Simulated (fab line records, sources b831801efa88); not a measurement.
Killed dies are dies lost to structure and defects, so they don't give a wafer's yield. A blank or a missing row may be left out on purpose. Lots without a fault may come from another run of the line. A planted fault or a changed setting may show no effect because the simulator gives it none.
A struck lot beside a sound one | flow sky130 | 43 steps out of a route of 708
Sound: wafers L395.4, L395.5, L395.6. Struck: wafers L410.3, L410.4, L410.6. The cause comes at the end.
At each step with rows: each side's tool, then ch and its chambers, then its first start. Under that, the readings that differ: sound wafers | struck wafers | difference of the means | sigmas: that difference in standard deviations of wafers without a fault.
alike: readings whose means differ by less than 2 such deviations, and words and numbers that are the same on both sides. not compared: withheld readings, readings that some wafer has no value for, bounds like >300 that may hide the same value, and numbers for which the record gives no deviation and whose values overlap.
The two part at a step that has a row with sigmas, a row that says differs or no value, or rows on one side only. Numbers that don't overlap but have no deviation are shown without sigmas and don't part them. A reading that every wafer of one side lacks parts them only if that side has two wafers or more.

first, 7 steps without rows for these wafers: SKY_SONOS_ONO_DEHYDRATE_06 (time 60 s); SKY_SONOS_ONO_HMDS_07 (prime time 60 s); SKY_SONOS_ONO_COAT_08 (resist thk 1140 nm); SKY_SONOS_ONO_SOFTBAKE_09 (time 60 s); SKY_SONOS_ONO_EXPOSE_10 (exposes mask ONOM, target cd 410 nm); SKY_SONOS_ONO_PEB_11; SKY_SONOS_ONO_DEVELOP_12 (develop time 60 s).
SKY_SONOS_ONO_CD_MEAS_13: target cd 410 nm.
  sound on cd_sem-02, day 13 07:08; struck on cd_sem-01, day 17 23:16
  alike: cd_nm
SKY_SONOS_ONO_OVL_MEAS_14:
  sound on overlay-02, day 13 07:13; struck on overlay-02, day 17 23:21
  reading            | sound          | struck      | difference | sigmas
  SONOS_ONO_OVL (nm) | -0.5 -0.2 -3.1 | 2.6 2.8 0.3 | +3.2       | +2
SKY_SONOS_ONO_ETCH_15: etches the open film in CHF3/O2, target depth 19.52 nm, time 7.8 s.
  sound on rie_diel-02 ch 1,2, day 13 07:14; struck on rie_diel-03 ch 0,2, day 17 23:23
  alike: O2_flow_sccm, drypump_motor_current_A, oes_product_au, throttle_valve_pct
  not compared: rf_hours_counter_h
then, 1 step without rows for these wafers: SKY_SONOS_ONO_WET_ETCH_16 (etches SiO2 in dHF, target depth 14 nm, time 280 s).
SKY_SONOS_ONO_STRIP_17: strips in O2/N2.
  sound on plasma_asher-04 ch 0,1, day 13 07:22; struck on plasma_asher-04 ch 0,1, day 17 23:31
  alike: drypump_motor_current_A, oes_product_au, strip_time_to_endpoint_s
  not compared: rf_hours_counter_h
SKY_SONOS_ONO_WET_ETCH_18: etches Si3N4 in H3PO4, target depth 15 nm, time 172 s.
  sound on wet_bench-04 ch 1, day 13 07:26; struck on wet_bench-02 ch 2, day 17 23:35
then, 2 steps without rows for these wafers: SKY_GATE_OXIDE_CLEAN_00 (cleans in SC1/SC2, time 150 s); SKY_GATE_OXIDE_OXIDATION_01 (stabilise 600 s, purge 300 s, target thk 10.268 nm).
SKY_GATE_OXIDE_THK_MEAS_02:
  sound on film_metro-02, day 13 10:01; struck on film_metro-02, day 18 06:35
  alike: GATE_OXIDE_OXIDATION_00_THK
then, 7 steps without rows for these wafers: SKY_GATE_OXIDE_DEHYDRATE_03 (time 60 s); SKY_GATE_OXIDE_HMDS_04 (prime time 60 s); SKY_GATE_OXIDE_COAT_05 (resist thk 1140 nm); SKY_GATE_OXIDE_SOFTBAKE_06 (time 60 s); SKY_GATE_OXIDE_EXPOSE_07 (exposes mask LVOM, target cd 600 nm); SKY_GATE_OXIDE_PEB_08; SKY_GATE_OXIDE_DEVELOP_09 (develop time 60 s).
SKY_GATE_OXIDE_OVL_MEAS_10:
  sound on overlay-02, day 14 11:26; struck on overlay-02, day 19 12:08
  reading             | sound          | struck      | difference | sigmas
  GATE_OXIDE_OVL (nm) | -2.5 -1.9 -2.2 | 1.3 1.3 0.0 | +3.1       | +2
then, 2 steps without rows for these wafers: SKY_GATE_OXIDE_IMPLANT_11; SKY_GATE_OXIDE_WET_ETCH_12 (etches SiO2 in dHF, target depth 16.8 nm, time 336 s).
SKY_GATE_OXIDE_STRIP_13: strips in O2/N2.
  sound on plasma_asher-04 ch 0,1, day 14 11:44; struck on plasma_asher-03 ch 0,1, day 19 12:26
  alike: drypump_motor_current_A, oes_product_au, strip_time_to_endpoint_s
  not compared: rf_hours_counter_h
SKY_GATE_OXIDE_TW_MEAS_14:
  sound on film_metro-02, day 14 11:50; struck on film_metro-04, day 19 12:32
  alike: GATE_OXIDE_TW
then, 3 steps without rows for these wafers: SKY_GATE_OXIDE_CLEAN_15 (cleans in SC1/SC2, time 150 s); SKY_GATE_OXIDE_OXIDATION_16 (stabilise 600 s, purge 300 s, target thk 3.57 nm); SKY_POLY_GATE_CVD_00 (deposits poly-Si, target thk 180 nm, time 720 s).
SKY_POLY_GATE_THK_MEAS_01:
  sound on film_metro-03, day 15 09:54; struck on film_metro-04, day 19 15:55
  alike: POLY_GATE_CVD_00_THK
then, 8 steps without rows for these wafers: SKY_RES_PROTECT_DEHYDRATE_00 (time 60 s); SKY_RES_PROTECT_HMDS_01 (prime time 60 s); SKY_RES_PROTECT_COAT_02 (resist thk 1140 nm); SKY_RES_PROTECT_SOFTBAKE_03 (time 60 s); SKY_RES_PROTECT_EXPOSE_04 (exposes mask RPM, target cd 1270 nm); SKY_RES_PROTECT_PEB_05; SKY_RES_PROTECT_DEVELOP_06 (develop time 60 s); SKY_POLY_GATE_IMPLANT_02.
SKY_RES_PROTECT_STRIP_07: strips in O2/N2.
  sound on plasma_asher-01 ch 0,1, day 16 12:45; struck on plasma_asher-02 ch 0,1, day 20 22:10
  alike: drypump_motor_current_A, oes_product_au, strip_time_to_endpoint_s
  not compared: rf_hours_counter_h
SKY_RES_PROTECT_TW_MEAS_08:
  sound on film_metro-02, day 16 12:51; struck on film_metro-02, day 20 22:15
  alike: POLY_GATE_TW
-- the record jumps here: 29 days lie between the struck wafers' starts before and after (it left off in module RES_PROTECT and takes up again in module PAD_OPEN, whose first step shown is number 708 of the route) --
SKY_PAD_OPEN_PROBE_99:
  sound on prober-01, day 47 09:25; struck on prober-01, day 49 16:32
  reading             | sound    | struck      | difference | sigmas
  killed_at_front_end | 15 13 8  | 85 79 76    | +68        | +15
  killed_dies         | 71 74 72 | 166 152 141 | +81        | +9
  killed_open         | 41 28 36 | 59 56 41    | +17        | +2
  alike: killed_at_M0_to_M3, killed_at_M4_up, killed_at_contacts, killed_at_other, killed_short

WHERE THEY PART
First at SKY_SONOS_ONO_OVL_MEAS_14; last, within this record, at SKY_PAD_OPEN_PROBE_99.

WHY: what the simulator had put in
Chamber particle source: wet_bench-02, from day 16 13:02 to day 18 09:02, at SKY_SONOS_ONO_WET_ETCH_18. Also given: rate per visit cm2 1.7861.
